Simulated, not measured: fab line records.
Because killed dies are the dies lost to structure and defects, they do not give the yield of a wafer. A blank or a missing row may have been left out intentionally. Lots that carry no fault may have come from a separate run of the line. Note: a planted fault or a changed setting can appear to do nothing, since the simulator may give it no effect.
Which tool did it? + flow gf180mcu + 15 lots, 45 wafers sampled, at 5 steps of a route of 602

WHAT THE GAUGES SHOWED, per wafer
GF_STI_THK_MEAS_24.
| lot  | measured    | on            | STI_CVD_23_THK (nm) |
|------|-------------|---------------|---------------------|
| L920 | day 2 06:09 | film_metro-01 | 649 658 650         |
| L921 | day 2 09:52 | film_metro-03 | 643 636 641         |
| L922 | day 2 13:53 | film_metro-03 | 654 643 660         |
| L925 | day 3 06:02 | film_metro-04 | 651 654 650         |
| L926 | day 3 11:10 | film_metro-03 | 654 654 656         |
| L927 | day 3 15:36 | film_metro-03 | 655 665 655         |
| L928 | day 3 20:12 | film_metro-01 | 653 655 655         |
| L929 | day 4 01:32 | film_metro-03 | 650 654 661         |
| L930 | day 4 06:11 | film_metro-03 | 661 656 660         |
| L935 | day 5 11:35 | film_metro-01 | 638 643 649         |
| L936 | day 5 13:36 | film_metro-03 | 661 658 650         |
| L937 | day 5 19:01 | film_metro-04 | 654 655 648         |
| L939 | day 6 05:26 | film_metro-03 | 653 650 649         |
| L941 | day 6 14:56 | film_metro-04 | 650 643 660         |
| L943 | day 7 01:55 | film_metro-03 | 652 648 640         |

GF_VT_IMPLANT_OVL_MEAS_40.
| lot  | measured     | on         | VT_IMPLANT_03_OVL (nm) |
|------|--------------|------------|------------------------|
| L920 | day 7 16:12  | overlay-02 | 0.1 -0.2 1.5           |
| L921 | day 7 20:39  | overlay-02 | -0.9 0.2 -1.5          |
| L922 | day 8 01:11  | overlay-01 | -3.2 -4.4 -2.6         |
| L925 | day 9 00:14  | overlay-02 | -1.7 -0.7 -1.2         |
| L926 | day 9 07:34  | overlay-02 | -0.7 -3.4 -2.6         |
| L927 | day 9 12:02  | overlay-01 | -2.4 -0.5 -0.9         |
| L928 | day 9 17:43  | overlay-02 | -3.0 -0.8 -2.4         |
| L929 | day 10 01:13 | overlay-02 | -112.5 -112.4 -112.3   |
| L930 | day 10 06:41 | overlay-01 | -2.9 -2.3 -2.3         |
| L935 | day 11 21:41 | overlay-01 | -108.2 -108.0 -109.6   |
| L936 | day 11 23:02 | overlay-01 | -110.3 -107.7 -106.8   |
| L937 | day 12 09:14 | overlay-02 | -110.0 -109.9 -110.4   |
| L939 | day 12 19:34 | overlay-01 | -1.2 -2.0 0.3          |
| L941 | day 13 06:14 | overlay-01 | 0.1 0.1 -1.7           |
| L943 | day 13 21:36 | overlay-01 | 0.1 1.5 1.9            |

GF_POLY_GATE_CD_MEAS_10: target cd 280 nm.
| lot  | measured     | on        | cd_nm (nm)        |
|------|--------------|-----------|-------------------|
| L920 | day 9 07:59  | cd_sem-01 | 281.1 280.0 280.6 |
| L921 | day 9 12:23  | cd_sem-02 | 282.0 281.7 282.5 |
| L922 | day 9 16:59  | cd_sem-01 | 279.8 281.4 281.1 |
| L925 | day 10 23:23 | cd_sem-01 | 281.2 281.1 282.4 |
| L926 | day 11 08:01 | cd_sem-02 | 281.3 280.8 280.2 |
| L927 | day 11 07:50 | cd_sem-01 | 282.3 281.6 283.4 |
| L928 | day 11 17:42 | cd_sem-01 | 280.4 280.6 281.0 |
| L929 | day 11 23:55 | cd_sem-01 | 280.3 281.2 280.7 |
| L930 | day 12 06:08 | cd_sem-01 | 279.8 279.0 280.3 |
| L935 | day 13 18:35 | cd_sem-01 | 279.4 279.9 279.7 |
| L936 | day 13 23:20 | cd_sem-01 | 280.6 281.0 280.3 |
| L937 | day 14 09:07 | cd_sem-02 | 281.8 281.3 281.6 |
| L939 | day 14 18:05 | cd_sem-01 | 281.9 282.1 282.8 |
| L941 | day 15 07:03 | cd_sem-01 | 280.2 279.8 279.4 |
| L943 | day 15 22:35 | cd_sem-02 | 280.9 280.1 280.4 |

GF_POLY_GATE_CD_MEAS_18.
| lot  | measured     | on        | cd_nm (nm)        |
|------|--------------|-----------|-------------------|
| L920 | day 9 13:17  | cd_sem-02 | 282.3 277.7 279.7 |
| L921 | day 9 20:04  | cd_sem-01 | 282.1 281.8 282.8 |
| L922 | day 9 20:07  | cd_sem-02 | 281.8 282.0 282.6 |
| L925 | day 11 01:10 | cd_sem-01 | 281.5 280.4 281.5 |
| L926 | day 11 10:47 | cd_sem-01 | 283.7 284.1 280.4 |
| L927 | day 11 09:33 | cd_sem-01 | 282.9 281.3 283.8 |
| L928 | day 11 19:35 | cd_sem-01 | 280.8 278.5 280.3 |
| L929 | day 12 04:10 | cd_sem-01 | 282.2 283.0 283.5 |
| L930 | day 12 08:20 | cd_sem-02 | 279.4 279.7 280.3 |
| L935 | day 13 20:19 | cd_sem-02 | 279.0 279.6 279.4 |
| L936 | day 14 01:31 | cd_sem-01 | 280.4 284.1 279.6 |
| L937 | day 14 10:53 | cd_sem-02 | 280.6 283.0 279.7 |
| L939 | day 14 20:50 | cd_sem-02 | 283.2 281.8 283.7 |
| L941 | day 15 08:47 | cd_sem-01 | 280.0 279.0 278.7 |
| L943 | day 16 00:23 | cd_sem-02 | 283.4 282.4 280.5 |

WHAT TOOL EACH LOT RAN ON (gives the tool, then ch and the chambers of the sampled wafers, and finally the start)
| lot  | GF_VT_IMPLANT_EXPOSE_37             |
|------|-------------------------------------|
| L920 | iline_stepper-01 ch 0, day 7 08:25  |
| L921 | iline_stepper-01 ch 0, day 7 12:32  |
| L922 | iline_stepper-01 ch 0, day 7 17:10  |
| L925 | iline_stepper-02 ch 0, day 8 16:20  |
| L926 | iline_stepper-02 ch 0, day 8 23:25  |
| L927 | iline_stepper-01 ch 0, day 9 03:52  |
| L928 | iline_stepper-01 ch 0, day 9 09:47  |
| L929 | iline_stepper-01 ch 0, day 9 17:07  |
| L930 | iline_stepper-02 ch 0, day 9 22:46  |
| L935 | iline_stepper-01 ch 0, day 11 12:01 |
| L936 | iline_stepper-01 ch 0, day 11 13:27 |
| L937 | iline_stepper-01 ch 0, day 11 23:49 |
| L939 | iline_stepper-02 ch 0, day 12 09:49 |
| L941 | iline_stepper-02 ch 0, day 12 20:56 |
| L943 | iline_stepper-02 ch 0, day 13 11:22 |
- GF_VT_IMPLANT_EXPOSE_37: exposes mask Nwell HV AREA, target cd 860 nm.

AS READ BY THE TOOLS THEMSELVES (means over the sampled wafers that have a number; for cases with no such wafer, the mark the record gives instead)
The record holds no such reading with a usual standard deviation.

THE ANSWER, worked out from the rows above alone
Rule: the usual values come from the lots themselves. Put in order of their means at a reading, lots are off if they are a third of the lots or fewer, leave a main group of 4 or more, and stand apart from it by a gap of 3 or more times the standard deviation of the main group's means; of several such gaps the widest counts. If all means in a main group match to the digits the tables above print for the reading, that group is not used. Also off: a lot with no number at a reading for which 4 or more lots have one. All remaining lots with rows at the step are treated as sound. The gauges are gone through in route order, then the tools' own readings, and for those a lot's mean is taken as printed above. At the first step where some lot is off, the reading lying furthest off is the one used; lots without a number count as furthest.
Off: at GF_VT_IMPLANT_OVL_MEAS_40 (VT_IMPLANT_03_OVL), L929, L935, L936, L937. Main group: mean -1.2 nm, sd 1.3.
A tool fits if, at a process step before that reading, it ran every lot that is off, and no sound lot after the first of them. Gauges at GF_VT_IMPLANT_OVL_MEAS_40: tried the same way as those tools. One fits: iline_stepper-01 at GF_VT_IMPLANT_EXPOSE_37. A fault onset in the window from L928 (day 9 09:47, its last sound lot) to L929 (day 9 17:07, its first lot off) fits.

WHAT HAD BEEN PUT IN BY THE SIMULATOR
Scanner matching overlay: iline_stepper-01, from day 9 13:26 on, at GF_VT_IMPLANT_EXPOSE_37. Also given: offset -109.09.
Shown lots that were struck: L929, L935, L936, L937. The same result came from the rule above.
